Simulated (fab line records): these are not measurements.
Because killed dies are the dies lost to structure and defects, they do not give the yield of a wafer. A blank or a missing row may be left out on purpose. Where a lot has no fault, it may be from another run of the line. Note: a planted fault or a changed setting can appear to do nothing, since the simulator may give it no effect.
The tool behind it: which one?    flow sfq line    14 lots with 42 wafers sampled at 7 steps, on a route of 325 steps

WHAT THE GAUGES READ, wafer by wafer
SFQ_I4_OVL_MEAS_928.
lot   measured      on          I4_OVL (nm)
L889  day 58 09:47  overlay-02  -2 -5 -7
L890  day 58 16:29  overlay-02  6 12 8
L891  day 58 23:13  overlay-01  2 6 1
L892  day 59 06:26  overlay-02  -8 -4 -4
L893  day 59 13:38  overlay-01  13 9 11
L894  day 60 13:40  overlay-01  2 4 7
L895  day 61 00:25  overlay-02  4 4 8
L897  day 61 15:23  overlay-01  1 -3 2
L900  day 62 19:06  overlay-02  6 3 10
L901  day 62 22:42  overlay-02  -4 1 7
L903  day 66 17:03  overlay-02  -4 -3 -10
L907  day 67 05:04  overlay-01  2 11 5
L908  day 67 11:04  overlay-01  - - -
L909  day 67 14:39  overlay-01  - - -

SFQ_R5_RS_MEAS_933: the measuring method here is four-point-probe.
lot   measured      on             R5_MONX_RS (ohm/sq)
L889  day 64 01:17  film metro-01  6.95 6.95 6.96
L890  day 64 09:07  film metro-01  7.17 7.05 7.17
L891  day 64 15:07  film metro-01  7.02 7.01 7.03
L892  day 64 21:07  film metro-01  6.97 7.07 7.04
L893  day 69 00:21  film metro-01  7.14 7.22 7.20
L894  day 69 09:21  film metro-02  7.06 7.16 7.10
L895  day 69 18:19  film metro-01  6.95 7.10 7.04
L897  day 69 21:22  film metro-04  6.87 6.97 6.97
L900  day 70 08:38  film metro-01  7.09 7.16 7.12
L901  day 70 14:38  film metro-02  6.94 7.13 7.01
L903  day 71 04:43  film metro-02  7.02 7.01 7.07
L907  day 71 19:11  film metro-01  6.92 6.99 7.01
L908  day 72 01:16  film metro-02  7.05 7.03 7.07
L909  day 72 06:02  film metro-02  7.13 7.01 6.94

EACH LOT AND THE TOOL THAT RAN IT (in order: tool; ch and the chambers of the sampled wafers; start)
lot   SFQ_TRILAYER_M1_BARC_OPEN_METAL_ETCH_054  SFQ_TRILAYER_M1_ETCH_METAL_ETCH_042  SFQ_TRILAYER_I1_VIA_LITHO_EXPOSE_050  SFQ_TRILAYER_I1_VIA_ETCH_VIA_ETCH_052  SFQ_TRILAYER_M2_STRIP_STRIP_061
L889  rie metal-03 ch 0, day 25 08:04           rie metal-03 ch 0, day 25 08:07      krf scanner-01 ch 0, day 32 08:40     rie diel-03 ch 1,3, day 32 10:14       rie metal-01 ch 0, day 38 14:07
L890  rie metal-03 ch 0, day 25 12:52           rie metal-03 ch 0, day 25 12:55      krf scanner-02 ch 0, day 32 18:48     rie diel-01 ch 1,2,3, day 32 20:11     rie metal-03 ch 0,1, day 38 22:38
L891  rie metal-04 ch 0, day 25 20:04           rie metal-04 ch 0, day 25 20:07      krf scanner-02 ch 0, day 32 23:36     rie diel-03 ch 1,3, day 33 00:59       rie metal-03 ch 0,1, day 39 05:50
L892  rie metal-04 ch 0,1, day 26 04:45         rie metal-04 ch 0,1, day 26 04:49    krf scanner-01 ch 0, day 33 07:04     rie diel-03 ch 0,1,2, day 33 08:26     rie metal-03 ch 0,1, day 39 14:14
L893  rie metal-04 ch 0,1, day 26 20:02         rie metal-04 ch 0,1, day 26 20:05    krf scanner-02 ch 0, day 33 23:20     rie diel-03 ch 0,1,2, day 34 00:55     rie metal-01 ch 0,1, day 40 05:50
L894  rie metal-04 ch 1, day 28 01:48           rie metal-04 ch 1, day 28 01:55      krf scanner-02 ch 0, day 34 17:20     rie diel-03 ch 1,2, day 34 18:55       rie metal-04 ch 1, day 41 15:10
L895  rie metal-02 ch 0,1, day 28 07:48         rie metal-02 ch 0,1, day 28 07:52    krf scanner-02 ch 0, day 35 01:44     rie diel-01 ch 0,2, day 35 03:19       rie metal-03 ch 0,1, day 41 23:34
L897  rie metal-04 ch 0,1, day 29 05:25         rie metal-04 ch 0,1, day 29 05:30    krf scanner-01 ch 0, day 36 01:59     rie diel-03 ch 0,2, day 36 03:10       rie metal-01 ch 0,1, day 42 23:53
L900  rie metal-04 ch 0,1, day 30 05:24         rie metal-04 ch 0,1, day 30 05:28    krf scanner-01 ch 0, day 37 08:47     rie diel-04 ch 0,2, day 37 10:22       rie metal-01 ch 0,1, day 44 04:29
L901  rie metal-02 ch 0,1, day 30 13:48         rie metal-02 ch 0,1, day 30 13:52    krf scanner-01 ch 0, day 37 17:11     rie diel-03 ch 1,2, day 37 18:46       rie metal-01 ch 0,1, day 44 10:29
L903  rie metal-04 ch 0,1, day 31 10:12         rie metal-04 ch 0,1, day 31 10:16    krf scanner-01 ch 0, day 38 06:35     rie diel-04 ch 0,1,2, day 38 07:58     rie metal-04 ch 0, day 44 20:16
L907  rie metal-03 ch 0,1, day 32 22:34         rie metal-03 ch 0,1, day 32 22:38    krf scanner-02 ch 0, day 39 09:19     rie diel-04 ch 0,2,3, day 39 10:29     rie metal-01 ch 0,1, day 45 18:53
L908  rie metal-02 ch 0,1, day 33 04:49         rie metal-02 ch 0,1, day 33 04:54    krf scanner-02, day 39 14:07          rie diel-03 ch 0,3, day 39 15:17       rie metal-01 ch 0,1, day 45 23:41
L909  rie metal-04 ch 0,1, day 33 10:56         rie metal-04 ch 0,1, day 33 10:59    krf scanner-02, day 39 18:43          rie diel-04 ch 0,2,3, day 39 20:05     rie metal-01 ch 0,1, day 46 06:41
- SFQ_TRILAYER_M1_BARC_OPEN_METAL_ETCH_054: etches BARC in O2, target depth 125 nm, time 41.7 s.
- SFQ_TRILAYER_M1_ETCH_METAL_ETCH_042: etches Nb in Cl2/Ar, stops on SiO2, target depth 240 nm, time 120 s.
- SFQ_TRILAYER_I1_VIA_LITHO_EXPOSE_050: exposes mask I1, target cd 500 nm.
- SFQ_TRILAYER_I1_VIA_ETCH_VIA_ETCH_052: etches SiO2 in CHF3, stops on Nb, target depth 260 nm.
- SFQ_TRILAYER_M2_STRIP_STRIP_061: strips in O2.

AS READ BY THE TOOLS THEMSELVES (means over the sampled wafers that have a number; for cases with no such wafer, the mark the record gives instead)
SFQ_TRILAYER_M1_BARC_OPEN_METAL_ETCH_054.
lot   tool          bias w (W)  chamber pressure mTorr (mTorr)  drypump motor current A (A)  he backside leak sccm (sccm)  oes product au (a.u.)
L889  rie metal-03  80.14       10.002                          6.0                          3.66                          0.684
L890  rie metal-03  80.00       10.003                          6.0                          3.54                          0.685
L891  rie metal-04  80.04       9.994                           6.7                          3.58                          0.683
L892  rie metal-04  80.03       10.002                          6.3                          3.65                          0.684
L893  rie metal-04  80.17       9.993                           6.3                          3.70                          0.682
L894  rie metal-04  80.02       10.001                          6.1                          3.48                          0.684
L895  rie metal-02  79.86       10.008                          5.8                          3.60                          0.688
L897  rie metal-04  80.06       9.997                           6.5                          3.73                          0.684
L900  rie metal-04  79.91       10.001                          6.3                          3.72                          0.681
L901  rie metal-02  80.07       10.001                          5.8                          3.59                          0.680
L903  rie metal-04  79.68       9.996                           6.3                          3.51                          0.684
L907  rie metal-03  80.18       10.002                          5.5                          3.42                          0.688
L908  rie metal-02  -           -                               -                            -                             -
L909  rie metal-04  -           -                               -                            -                             -

SFQ_TRILAYER_M1_ETCH_METAL_ETCH_042.
lot   tool          bias w (W)  chamber pressure mTorr (mTorr)  drypump motor current A (A)  he backside leak sccm (sccm)  oes product au (a.u.)
L889  rie metal-03  80.16       10.002                          6.0                          3.7                           0.897
L890  rie metal-03  80.15       10.003                          6.0                          3.6                           0.897
L891  rie metal-04  79.75       9.998                           6.7                          3.8                           0.904
L892  rie metal-04  80.09       9.995                           6.3                          3.5                           0.894
L893  rie metal-04  80.07       9.989                           6.3                          3.6                           0.897
L894  rie metal-04  80.01       9.997                           6.1                          3.5                           0.892
L895  rie metal-02  80.02       9.995                           5.9                          3.5                           0.894
L897  rie metal-04  79.96       9.998                           6.5                          3.5                           0.905
L900  rie metal-04  79.88       10.004                          6.3                          3.6                           0.893
L901  rie metal-02  80.00       9.998                           5.8                          3.7                           0.907
L903  rie metal-04  80.02       9.996                           6.3                          3.6                           0.893
L907  rie metal-03  80.01       9.997                           5.5                          3.4                           0.892
L908  rie metal-02  80.01       10.003                          6.1                          3.4                           0.374
L909  rie metal-04  80.11       10.006                          6.5                          3.5                           0.374

SFQ_TRILAYER_I1_VIA_LITHO_EXPOSE_050.
lot   tool            exposure dose mJ cm2  focus offset nm (nm)
L889  krf scanner-01  21.281                0.4
L890  krf scanner-02  21.280                0.0
L891  krf scanner-02  21.293                0.0
L892  krf scanner-01  21.285                -0.7
L893  krf scanner-02  21.299                -1.1
L894  krf scanner-02  21.319                0.2
L895  krf scanner-02  21.293                -0.3
L897  krf scanner-01  21.313                0.3
L900  krf scanner-01  21.291                0.2
L901  krf scanner-01  21.333                0.3
L903  krf scanner-01  21.312                0.0
L907  krf scanner-02  21.264                0.5
L908  krf scanner-02  -                     -
L909  krf scanner-02  -                     -

SFQ_TRILAYER_I1_VIA_ETCH_VIA_ETCH_052.
lot   tool         bias w (W)  chamber pressure mTorr (mTorr)  drypump motor current A (A)  oes product au (a.u.)
L889  rie diel-03  79.92       29.996                          6.0                          0.855
L890  rie diel-01  80.02       30.010                          5.6                          0.847
L891  rie diel-03  80.01       30.013                          6.0                          0.864
L892  rie diel-03  80.10       30.015                          5.8                          0.859
L893  rie diel-03  79.76       30.005                          5.8                          0.859
L894  rie diel-03  80.04       30.012                          6.2                          0.855
L895  rie diel-01  79.90       29.997                          5.7                          0.851
L897  rie diel-03  80.08       30.002                          5.4                          0.850
L900  rie diel-04  80.03       29.993                          5.8                          0.855
L901  rie diel-03  79.90       30.002                          6.1                          0.847
L903  rie diel-04  79.81       30.002                          5.9                          0.853
L907  rie diel-04  79.82       30.003                          5.8                          0.855
L908  rie diel-03  79.92       29.997                          5.2                          0.377
L909  rie diel-04  79.85       29.991                          5.8                          0.376

SFQ_TRILAYER_M2_STRIP_STRIP_061.
lot   tool          drypump motor current A (A)  he backside leak sccm (sccm)  oes product au (a.u.)
L889  rie metal-01  5.8                          3.39                          1.009
L890  rie metal-03  5.5                          3.29                          0.997
L891  rie metal-03  5.5                          3.51                          0.996
L892  rie metal-03  5.5                          3.45                          1.006
L893  rie metal-01  5.7                          3.34                          1.004
L894  rie metal-04  6.1                          3.66                          0.999
L895  rie metal-03  5.8                          3.59                          1.006
L897  rie metal-01  5.6                          4.08                          1.003
L900  rie metal-01  5.6                          3.35                          0.992
L901  rie metal-01  5.6                          3.49                          1.003
L903  rie metal-04  6.7                          3.46                          1.009
L907  rie metal-01  5.6                          3.41                          0.995
L908  rie metal-01  5.6                          3.53                          0.988
L909  rie metal-01  5.7                          3.46                          1.001

THE ANSWER, worked out from the rows above alone
Rule: usual is defined by the lots themselves. Put in order of their means at a reading, lots are off if they are a third of the lots or fewer, leave a main group of 4 or more, and stand apart from it by a gap of 3 or more times the standard deviation of the main group's means; of several such gaps the widest counts. If all means in a main group match to the digits the tables above print for the reading, that group is not used. Also off: a lot with no number at a reading for which 4 or more lots have one. All remaining lots with rows at the step are treated as sound. The gauges are gone through in route order, then the tools' own readings, and for those a lot's mean is taken as printed above. At the first step where some lot is off, the reading lying furthest off is the one used; lots without a number count as furthest.
Off: L908, L909, seen at SFQ_I4_OVL_MEAS_928 (I4_OVL). Without a number there: L908, L909. Main group: mean 3 nm, sd 5.3.
A tool fits if, at a process step before that reading, it ran every lot that is off, and no sound lot after the first of them. Not tried: the gauges at SFQ_I4_OVL_MEAS_928; whatever is off there is also off at SFQ_TRILAYER_M1_BARC_OPEN_METAL_ETCH_054, on other tools, and gauge error can't account for it. 2 tools fit, krf scanner-02 at SFQ_TRILAYER_I1_VIA_LITHO_EXPOSE_050 and rie metal-01 at SFQ_TRILAYER_M2_STRIP_STRIP_061, so this cannot tell which one it is.

WHAT WAS PUT IN BY THE SIMULATOR
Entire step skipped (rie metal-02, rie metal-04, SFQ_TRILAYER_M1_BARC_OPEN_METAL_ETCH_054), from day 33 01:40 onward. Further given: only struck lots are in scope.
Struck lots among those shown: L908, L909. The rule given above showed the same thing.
